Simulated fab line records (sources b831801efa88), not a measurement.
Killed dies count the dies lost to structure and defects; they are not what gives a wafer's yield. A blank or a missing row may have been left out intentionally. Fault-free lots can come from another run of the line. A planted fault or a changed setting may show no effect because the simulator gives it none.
Shared-tool check | flow gf180mcu | 14 lots, 42 wafers sampled

== REASON IT WAS OPENED ==
GF_VT_IMPLANT_RS_MEAS_48, reading LVPWELL_RS: flagged on 3 of 14 lots. No-fault wafers: 1197 ohm/sq, standard deviation 3.3.
Rule: flag the lot when none of its wafers has a number, or when each of its wafers that has one lies beyond 4 standard deviations from that mean. As for the other lots, they are considered sound.

lot  | measured     | on            | LVPWELL_RS (ohm/sq), wafer by wafer | flag
L173 | day 7 10:20  | film_metro-03 | 1197 1195 1199                      |
L174 | day 7 19:53  | film_metro-02 | 1189 1192 1191                      |
L175 | day 8 00:16  | film_metro-03 | 1195 1193 1190                      |
L176 | day 8 05:15  | film_metro-03 | 1200 1195 1195                      |
L178 | day 8 18:27  | film_metro-04 | 1194 1196 1196                      |
L181 | day 9 14:59  | film_metro-04 | 1110 1111 1110                      | FLAGGED
L185 | day 10 21:22 | film_metro-02 | 1112 1112 1112                      | FLAGGED
L186 | day 11 02:15 | film_metro-04 | 1114 1114 1112                      | FLAGGED
L188 | day 11 15:35 | film_metro-03 | 1191 1192 1190                      |
L190 | day 12 04:26 | film_metro-04 | 1202 1198 1199                      |
L191 | day 12 13:49 | film_metro-03 | 1193 1194 1191                      |
L194 | day 14 01:04 | film_metro-03 | 1199 1198 1197                      |
L195 | day 14 02:56 | film_metro-03 | 1195 1195 1196                      |
L196 | day 14 15:29 | film_metro-02 | 1197 1200 1194                      |
The mean of the flagged lots' numbers is 1112 ohm/sq, -85 ohm/sq from the usual (-26 standard deviations).

== EACH LOT AND THE TOOL IT RAN ON ==
The record keeps 1 process step preceding the reading, out of 602 steps on the route. In each cell: the tool, then ch and the chambers that the sampled wafers went through, then the start.
lot  | flag    | GF_LVPWELL_IMPLANT_09
L173 |         | implanter-02 ch 0, day 3 20:31
L174 |         | implanter-02 ch 0, day 4 04:16
L175 |         | implanter-01 ch 0, day 4 08:37
L176 |         | implanter-04 ch 0, day 4 13:37
L178 |         | implanter-04 ch 0, day 5 00:08
L181 | FLAGGED | implanter-04 ch 0, day 5 18:37
L185 | FLAGGED | implanter-04 ch 0, day 6 18:04
L186 | FLAGGED | implanter-04 ch 0, day 6 21:44
L188 |         | implanter-02 ch 0, day 7 09:32
L190 |         | implanter-02 ch 0, day 7 18:28
L191 |         | implanter-01 ch 0, day 8 02:49
L194 |         | implanter-01 ch 0, day 9 06:28
L195 |         | implanter-02 ch 0, day 9 07:08
L196 |         | implanter-02 ch 0, day 9 19:52
These steps, and what they do:
- GF_LVPWELL_IMPLANT_09
- GF_VT_IMPLANT_RS_MEAS_48: measures by four-point-probe.

== FLAGGED OVER TOTAL, TOOL BY TOOL (the gauges that took the reading come last) ==
step                     | tool          | lots run | flagged | share of the flagged lots | sound lots run after its first flagged lot
GF_LVPWELL_IMPLANT_09    | implanter-01  | 3        | 0       | none                      | -
GF_LVPWELL_IMPLANT_09    | implanter-02  | 6        | 0       | none                      | -
GF_LVPWELL_IMPLANT_09    | implanter-04  | 5        | 3       | all                       | 0
GF_VT_IMPLANT_RS_MEAS_48 | film_metro-02 | 3        | 1       | some                      | 1 (L196)
GF_VT_IMPLANT_RS_MEAS_48 | film_metro-03 | 7        | 0       | none                      | -
GF_VT_IMPLANT_RS_MEAS_48 | film_metro-04 | 4        | 2       | some                      | 1 (L190)

== WHAT THE TABLE ALLOWS ==
1 row of the table ran every flagged lot: implanter-04 at GF_LVPWELL_IMPLANT_09.
- implanter-04 at GF_LVPWELL_IMPLANT_09: 3 of its 5 lots flagged. It ran its last sound lot, L178, at day 5 00:08 and its first flagged lot, L181, at day 5 18:37: a fault with its onset between the two fits. Its own readings (dose_ions_cm2, faraday_current_uA) fall more than 4 standard deviations out on all wafers of the flagged lots.
Just one tool remains: implanter-04 at GF_LVPWELL_IMPLANT_09.

== WHAT THE SIMULATOR PUT IN ==
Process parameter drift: implanter-04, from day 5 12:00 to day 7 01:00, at GF_LVPWELL_IMPLANT_09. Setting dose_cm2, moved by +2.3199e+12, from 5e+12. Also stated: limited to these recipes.
Struck lots among those shown: L181, L185, L186. The rule above found the same.
